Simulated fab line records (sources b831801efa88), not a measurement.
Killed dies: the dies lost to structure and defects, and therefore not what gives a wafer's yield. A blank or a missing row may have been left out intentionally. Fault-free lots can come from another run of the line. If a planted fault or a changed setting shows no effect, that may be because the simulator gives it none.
Chamber matching :: flow sky130 :: SKY_CONTACT_CVD_00 on pecvd-04: 3 sister chambers
The step deposits Si3N4, target thk 75 nm. 6 wafers are shown with their chamber, then 10 later ones without.

## EACH WAFER AND ITS CHAMBER
wafer: L080.4
chamber: 0
heater_power_w (W): 833

wafer: L087.1
chamber: 2
heater_power_w (W): 663

wafer: L087.2
chamber: 0
heater_power_w (W): 746

wafer: L087.3
chamber: 1
heater_power_w (W): 634

wafer: L087.4
chamber: 1
heater_power_w (W): 658

wafer: L087.5
chamber: 2
heater_power_w (W): 685

## WAFERS WITH NO CHAMBER GIVEN
wafer: L087.6
heater_power_w (W): 762

wafer: L092.1
heater_power_w (W): 660

wafer: L092.4
heater_power_w (W): 653

wafer: L092.6
heater_power_w (W): 802

wafer: L096.1
heater_power_w (W): 636

wafer: L096.2
heater_power_w (W): 662

wafer: L096.3
heater_power_w (W): 774

wafer: L096.4
heater_power_w (W): 782

wafer: L096.5
heater_power_w (W): 631

wafer: L096.6
heater_power_w (W): 669

## EACH ONE'S CHAMBER
wafer: L087.6
from the rows above: can't be placed: 0 or 2
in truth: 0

wafer: L092.1
from the rows above: can't be placed: 1 or 2
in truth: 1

wafer: L092.4
from the rows above: can't be placed: 1 or 2
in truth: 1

wafer: L092.6
from the rows above: 0
in truth: 0

wafer: L096.1
from the rows above: can't be placed: 1 or 2
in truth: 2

wafer: L096.2
from the rows above: can't be placed: 2 or 1
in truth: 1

wafer: L096.3
from the rows above: 0
in truth: 0

wafer: L096.4
from the rows above: 0
in truth: 0

wafer: L096.5
from the rows above: can't be placed: 1 or 2
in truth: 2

wafer: L096.6
from the rows above: can't be placed: 2 or 1
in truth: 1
3 of 10 placed correctly. From these rows, 7 cannot be placed; in 7 the true chamber is one of the candidates. 0 placed wrongly.
How it was worked out, from the rows above alone: a wafer's distance from a chamber is the root of the sum, over the readings, of the square of ((its reading less the chamber's mean) divided by the reading's scatter). The wafer belongs to the nearest chamber; if the next one is less than 2 further off, it can't be placed. Each chamber's mean is taken over the wafers shown for it. The scatter: the root of (the sum of the squares of (reading less its chamber's mean) over the shown wafers, divided by (wafers less chambers)).
